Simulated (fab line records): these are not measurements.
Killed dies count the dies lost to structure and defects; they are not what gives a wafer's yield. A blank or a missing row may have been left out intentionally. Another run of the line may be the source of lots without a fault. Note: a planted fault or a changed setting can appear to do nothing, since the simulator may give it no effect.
A struck lot beside a sound one + flow sfq line + 24 steps out of a route of 325
Sound: the wafers L823.1, L823.4, L823.6. Wafers L829.1, L829.4, L829.6 were the ones struck. The cause comes at the end.
At each step with rows: each side's tool, then ch and its chambers, then its first start. Under that, the readings that differ: sound wafers + struck wafers + difference of the means + sigmas: that difference in standard deviations of wafers without a fault.
alike: same words and numbers on both sides, and readings whose means sit less than 2 such deviations apart. not compared: any withheld reading, any reading some wafer has no value for, any bound like >300 that may hide the same value, and any number with overlapping values for which the record gives no deviation.
The two part at a step that has a row with sigmas, a row that says differs or no value, or rows on one side only. When numbers do not overlap yet have no deviation, they are printed without sigmas and do not part them. A reading that every wafer of one side lacks parts them only if that side has two wafers or more.

first, 2 steps without rows for these wafers: SFQ_TRILAYER_L0_VIA_STRIP_SOLV_CLEAN_018 (cleans in NMP, time 600 s); SFQ_TRILAYER_M0_DEP_PRE_CLEAN_020 (time 15 s).
SFQ_TRILAYER_M0_DEP_SPUTTER_019: material Nb, target thk 200 nm, time 133.3 s.
  sound on pvd sputter-04 at day 11 01:08; struck on pvd sputter-03 at day 12 22:41
  alike: throttle valve pct
SFQ_M0_RS_MEAS_904: measurement is done with a four-point probe.
  sound on film metro-01 at day 11 01:14; struck on film metro-03 at day 12 22:47
  alike: M0_NB_RS
then, 6 steps without rows for these wafers: SFQ_TRILAYER_M0_LITHO_COAT_026 (resist thk 62 nm); SFQ_TRILAYER_M0_LITHO_COAT_021 (resist thk 600 nm); SFQ_TRILAYER_M0_LITHO_SOFTBAKE_025; SFQ_TRILAYER_M0_LITHO_EXPOSE_022 (exposes mask M0, target cd 500 nm); SFQ_TRILAYER_M0_LITHO_PEB_024 (peb time 60 s); SFQ_TRILAYER_M0_LITHO_DEVELOP_023 (time 60 s).
-- the record jumps here: 5 days lie between the struck wafers' starts before and after --
SFQ_M0_OVL_MEAS_906:
  sound on overlay-02 at day 15 05:05; struck on overlay-01 at day 18 03:37
  alike: M0_OVL
SFQ_TRILAYER_M0_BARC_OPEN_METAL_ETCH_031: etches BARC in O2, target depth 125 nm, time 41.7 s.
  sound on rie metal-03 ch 0,1, day 15 05:07; struck on rie metal-02 ch 0,1, day 18 03:40
  no value came back on the struck wafers for bias w (W), chamber pressure mTorr (mTorr), drypump motor current A (A), oes product au (a.u.); on the sound wafers bias w (W) reads 79.81 80.35 79.54
| reading                                             | sound           | struck            | difference | sigmas |
|-----------------------------------------------------|-----------------|-------------------|------------|--------|
| model.KrF_of_TRILAYER_M0_LITHO_COAT_021.thk nm (nm) | 520.9 522.3 521 | 576.7 578.2 579.3 | +56.7      |        |
  not compared: rf hours counter h
SFQ_TRILAYER_M0_ETCH_METAL_ETCH_024: etches Nb in Cl2/Ar, stops on SiO2, target depth 240 nm, time 120 s.
  sound on rie metal-03 ch 0,1, day 15 05:11; struck on rie metal-02 ch 0,1, day 18 03:44
| reading                                             | sound             | struck            | difference | sigmas |
|-----------------------------------------------------|-------------------|-------------------|------------|--------|
| oes product au (a.u.)                               | 0.888 0.885 0.895 | 0.370 0.380 0.376 | -0.514     | -86    |
| model.KrF_of_TRILAYER_M0_LITHO_COAT_021.thk nm (nm) | 379.8 383.1 381.1 | 433.4 435 436.6   | +53.7      |        |
  alike: bias w, chamber pressure mTorr, drypump motor current A
  not compared: rf hours counter h
SFQ_TRILAYER_M0_STRIP_STRIP_025: strips in O2.
  sound on rie metal-03 ch 0,1, day 15 05:19; struck on rie metal-02 ch 0,1, day 18 03:54
  alike: drypump motor current A, oes product au
  not compared: rf hours counter h
then, 1 step without rows for these wafers: SFQ_TRILAYER_M0_STRIP_SOLV_CLEAN_026 (cleans in NMP, time 600 s).
SFQ_TRILAYER_I0_DEP_PECVD_027: deposits SiO2 from SiH4/N2O, time 111.11 s, target thk 500 nm.
  sound on pecvd-01 ch 1,2, day 15 06:06; struck on pecvd-01 ch 0,1,2, day 18 04:53
  alike: heater power w, throttle valve pct
SFQ_TRILAYER_I0_CMP_CMP_028: polishes SiO2.
  sound on cmp-02 ch 1,3, day 15 09:47; struck on cmp-02 ch 0,1,3, day 18 05:28
  alike: motor current A, time to endpoint s
SFQ_I0_BOW_MEAS_907:
  sound on film metro-02 at day 15 12:47; struck on film metro-04 at day 18 07:58
  alike: I0_BOW
SFQ_TRILAYER_I0_METRO_MEASURE_029:
  sound on film metro-02 at day 15 12:54; struck on film metro-04 at day 18 08:05
  alike: thk nm
then, 3 steps without rows for these wafers: SFQ_TRILAYER_I0_VIA_LITHO_COAT_036 (resist thk 62 nm); SFQ_TRILAYER_I0_VIA_LITHO_COAT_031 (resist thk 650 nm); SFQ_TRILAYER_I0_VIA_LITHO_SOFTBAKE_035.
-- the record jumps here: 6 days lie between the struck wafers' starts before and after --
SFQ_TRILAYER_I0_VIA_LITHO_EXPOSE_032: exposes mask I0, target cd 500 nm.
  sound on krf scanner-02 ch 0, day 21 13:52; struck on krf scanner-02, day 24 17:01
  no value came back on the struck wafers for exposure dose mJ cm2, focus offset nm (nm); on the sound wafers exposure dose mJ cm2 reads 21.492 21.481 21.484
  alike: mask
then, 1 step without rows for these wafers: SFQ_TRILAYER_I0_VIA_LITHO_PEB_034 (peb time 60 s).

WHERE THEY PART
Last at SFQ_TRILAYER_I0_VIA_LITHO_EXPOSE_032 as far as this record goes, first at SFQ_TRILAYER_M0_BARC_OPEN_METAL_ETCH_031.

WHY: what the simulator had put in
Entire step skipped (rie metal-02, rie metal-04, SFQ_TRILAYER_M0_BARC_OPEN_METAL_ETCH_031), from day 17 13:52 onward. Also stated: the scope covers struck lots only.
